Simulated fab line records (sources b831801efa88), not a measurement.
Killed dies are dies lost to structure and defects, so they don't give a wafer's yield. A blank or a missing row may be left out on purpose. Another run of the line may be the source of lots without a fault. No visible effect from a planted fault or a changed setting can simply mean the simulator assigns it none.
Chamber matching    flow sfq_line    cmp-01 running SFQ_TRILAYER_I6_CMP_CMP_166: 4 sister chambers
The step polishes SiO2. 4 wafers are shown with their chamber, then 8 later ones without.

== WAFERS WITH THEIR CHAMBER ==
wafer   chamber  time_to_endpoint_s (s)
L814.4  0        212
L817.5  2        230
L817.6  1        221
L818.1  3        206

== WAFERS WITH NO CHAMBER GIVEN ==
wafer   time_to_endpoint_s (s)
L818.4  217
L818.6  222
L821.2  210
L821.3  201
L821.6  209
L822.1  212
L822.3  205
L822.6  214

== EACH ONE'S CHAMBER ==
wafer    from the rows above       in truth
L818.4   can't be placed: 1 or 0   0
L818.6   1                         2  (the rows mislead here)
L821.2   can't be placed: 0 or 3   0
L821.3   3                         3
L821.6   can't be placed: 0 or 3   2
L822.1   0                         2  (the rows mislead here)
L822.3   3                         3
L822.6   can't be placed: 0 or 1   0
2 of 8 placed correctly. From these rows, 4 cannot be placed; in 3 the true chamber is one of the candidates. Placed wrongly: 2.
How it was worked out, from the rows above alone: a wafer's distance from a chamber is the root of the sum, over the readings, of the square of ((its reading less the chamber's mean) divided by the reading's scatter). If the next closest chamber is less than 2 further off than the closest, the wafer can't be placed; otherwise it belongs to the closest. A chamber's mean is the mean of its shown wafers. The scatter: root of mean squared gap, hidden wafer to nearest shown wafer, with one shown wafer a chamber.
